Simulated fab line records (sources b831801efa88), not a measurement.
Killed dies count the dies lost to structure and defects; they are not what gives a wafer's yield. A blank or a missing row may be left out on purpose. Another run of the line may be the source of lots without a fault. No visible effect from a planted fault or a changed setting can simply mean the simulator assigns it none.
The same fault as seen by 2 desks ; flow gf180mcu ; each desk holds nothing but its own numbers, with what lay behind them at the end
Where a reading is given only as a bound, like >300, the bound stands for it, and a mean or a difference that rests on one is marked > or <: the true number lies beyond.

## THE METROLOGY DESK
Lot by lot, what the gauges showed, no matter which tool ran the lot: averages of those sampled wafers that carry a number. A lot is out of limits, marked OUT, if its mean lies more than 4 standard deviations from the usual mean; the brackets give that distance.
Columns: A = M2_ALCU_RS at GF_M2_RS_MEAS_05, usual 0.0693 ohm/sq; B = cdNm at GF_V2_CD_MEAS_14, usual 259.9 nm; C = M3_ALCU_RS at GF_M3_RS_MEAS_05, usual 0.0695 ohm/sq; D = M3_ALCU_THK at GF_M3_THK_MEAS_06, usual 447 nm
lot;first seen here;A;B;C;D
L592;day 18 04:50;0.0691;259.8;0.0695;447
L593;day 18 07:42;0.0693;260.9;0.0691;451
L594;day 18 17:27;0.0699;259.3;0.0699;441
L595;day 19 14:05;0.0695;261.7;0.0703;441
L596;day 19 23:44;0.0697;260.1;0.0684;452
L598;day 20 19:05;0.0683;260.5;0.0708;439
L600;day 21 08:32;0.0695;259.0;0.0705;443
L602;day 22 05:47;0.0697;257.3;0.0704;438
L606;day 23 07:28;0.0704;260.3;0.0693;450
L607;day 23 19:06;0.0712;260.2;7.1771 (+99 or more) OUT;<0 (<-72) OUT
L608;day 24 01:25;0.0691;261.5;7.1569 (+99 or more) OUT;<0 (<-72) OUT
L609;day 24 05:01;0.0682;259.3;7.2112 (+99 or more) OUT;<0 (<-72) OUT
L612;day 25 06:32;0.0691;260.7;0.0684;454
L613;day 25 12:37;0.0701;259.9;0.0696;442
L614;day 25 19:59;0.0693;261.2;0.0690;449
This desk's finding: out of limits on L607, L608, L609; first on L607, day 25 17:50 (M3_ALCU_RS at GF_M3_RS_MEAS_05). Within limits: L592, L593, L594, L595, L596, L598, L600, L602, L606, L612, L613, L614.

## THE TOOL OWNER'S DESK: pvdSputter-02
The tool's own readings at GF_M3_SPUTTER_02 (material AlCu, target thk 450 nm, time 23.9 s): means of the sampled wafers that have a number, for each lot that ran on this tool. A lot is out of limits, marked OUT, if its mean lies more than 4 standard deviations from the usual mean; the brackets give that distance.
Columns: A = cathodeDcPowerW at GF_M3_SPUTTER_02, usual 10600 W; B = chamberPressurePa at GF_M3_SPUTTER_02, usual 0.4000 Pa; C = throttleValvePct at GF_M3_SPUTTER_02, usual 30.2 %
lot;first seen here;A;B;C
L594;day 20 21:02;10600;0.3996;30.7
L596;day 22 02:14;10603;0.4001;30.2
L606;day 25 06:45;10601;0.3999;30.9
L612;day 26 23:57;10601;0.3992;30.9
L613;day 27 07:16;10599;0.4002;30.5
L614;day 27 14:58;10600;0.3997;30.6
This desk found nothing out of limits on any of the 6 lots.

## TAKEN TOGETHER
An alarm was possible from the metrology desk at day 25 17:50, on L607, L608, L609.
The desk of the tool owner found nothing out of limits.
The tool owner's desk has no number on record for L607, L608, L609.
Every lot named ran GF_M3_SPUTTER_02 on pvdSputter-02.

## WHAT HAD BEEN PUT IN BY THE SIMULATOR
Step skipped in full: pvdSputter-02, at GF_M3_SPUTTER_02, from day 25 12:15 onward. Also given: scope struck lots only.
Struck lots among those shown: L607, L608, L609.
Delay in hours, fault start to first out-of-limits reading, per desk: metrology desk 6.
